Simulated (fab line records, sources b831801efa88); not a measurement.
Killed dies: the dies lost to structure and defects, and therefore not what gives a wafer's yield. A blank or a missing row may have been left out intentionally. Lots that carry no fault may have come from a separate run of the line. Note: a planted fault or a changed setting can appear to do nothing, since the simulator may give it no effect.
Struck lot and sound lot, side by side -- flow sfq line -- 15 out of 325 route steps
Sound: wafers L807.1, L807.2, L807.6. Wafers L812.1, L812.2, L812.6 were the ones struck. Last of all comes the cause.
At each step with rows: each side's tool, then ch and its chambers, then its first start. Under that, the readings that differ: sound wafers -- struck wafers -- difference of the means -- sigmas: that difference in standard deviations of wafers without a fault.
alike: a reading whose means differ by less than 2 such deviations, as well as words and numbers matching on both sides. not compared: withheld readings; readings where some wafer has no value; bounds like >300 that might hide an equal value; numbers whose values overlap and for which the record gives no deviation.
The two part at a step that has a row with sigmas, a row that says differs or no value, or rows on one side only. When numbers do not overlap yet have no deviation, they are printed without sigmas and do not part them. A reading missing from all wafers of one side parts the sides only when that side holds two or more wafers.

first, 1 step without rows for these wafers: SFQ_TRILAYER_M7_STRIP_SOLV_CLEAN_182 (cleans in NMP, time 600 s).
SFQ_TRILAYER_I7_DEP_PECVD_183: deposits SiO2 from SiH4/N2O, time 111.11 s, target thk 500 nm.
  sound on pecvd-02 ch 0,1, day 62 18:04; struck on pecvd-02 ch 0,1,2, day 67 15:44
  alike: heater power w, throttle valve pct
SFQ_TRILAYER_I7_CMP_CMP_184: polishes SiO2.
  sound on cmp-02 ch 0,1,2, day 63 05:53; struck on cmp-02 ch 0,2, day 67 15:49
  alike: motor current A, time to endpoint s
SFQ_I7_BOW_MEAS_946:
  sound: film metro-02 at day 63 07:53; struck: film metro-03 at day 67 18:49
  alike: I7_BOW
SFQ_TRILAYER_I7_METRO_MEASURE_185:
  sound: film metro-02 at day 63 08:01; struck: film metro-03 at day 67 18:56
  alike: thk nm
then, 6 steps without rows for these wafers: SFQ_TRILAYER_I7_VIA_LITHO_COAT_192 (resist thk 62 nm); SFQ_TRILAYER_I7_VIA_LITHO_COAT_187 (resist thk 650 nm); SFQ_TRILAYER_I7_VIA_LITHO_SOFTBAKE_191; SFQ_TRILAYER_I7_VIA_LITHO_EXPOSE_188 (exposes mask I7, target cd 1000 nm); SFQ_TRILAYER_I7_VIA_LITHO_PEB_190 (peb time 60 s); SFQ_TRILAYER_I7_VIA_LITHO_DEVELOP_189 (time 60 s).
SFQ_I7_OVL_MEAS_947:
  sound: overlay-01 at day 64 17:56; struck: overlay-01 at day 67 22:31
  alike: I7_OVL
SFQ_TRILAYER_I7_VIA_BARC_OPEN_VIA_ETCH_260: etches BARC in O2, target depth 125 nm, time 41.7 s.
  sound on rie diel-03 ch 0,1, day 64 17:59; struck on rie diel-03 ch 0,2,3, day 67 22:33
reading,sound,struck,difference,sigmas
rf fwd power W (W),496.2 494.0 494.6,412.2 413.8 415.8,-81.0,-45
model.KrF_of_TRILAYER_I7_VIA_LITHO_COAT_187.thk nm (nm),570.5 571.4 572.3,577.3 578.2 577.6,+6.3,
  alike: drypump motor current A, oes product au
  not compared: rf hours counter h
SFQ_TRILAYER_I7_VIA_ETCH_VIA_ETCH_190: etches SiO2 in CHF3, stops on Nb, target depth 260 nm.
  sound on rie diel-03 ch 0,1, day 64 18:01; struck on rie diel-03 ch 0,2,3, day 67 22:35
reading,sound,struck,difference,sigmas
model.KrF_of_TRILAYER_I7_VIA_LITHO_COAT_187.thk nm (nm),525.8 527.5 528.3,532.5 533.8 532.1,+5.6,
  alike: drypump motor current A, oes product au, rf fwd power W
SFQ_TRILAYER_I7_VIA_STRIP_STRIP_191: strips in O2.
  sound on rie metal-02 ch 0,1, day 64 18:08; struck on rie metal-01 ch 0,1, day 67 22:43
  alike: drypump motor current A, he backside leak sccm, oes product au, platen temp c
  not compared: rf hours counter h

WHERE THEY PART
Only at SFQ_TRILAYER_I7_VIA_BARC_OPEN_VIA_ETCH_260, within this record. Later steps at which nothing parts them and some readings are alike: SFQ_TRILAYER_I7_VIA_ETCH_VIA_ETCH_190, SFQ_TRILAYER_I7_VIA_STRIP_STRIP_191.

WHY: what the simulator had put in
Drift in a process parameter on rie diel-03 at SFQ_TRILAYER_I7_VIA_BARC_OPEN_VIA_ETCH_260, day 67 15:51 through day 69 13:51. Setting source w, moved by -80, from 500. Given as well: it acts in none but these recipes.
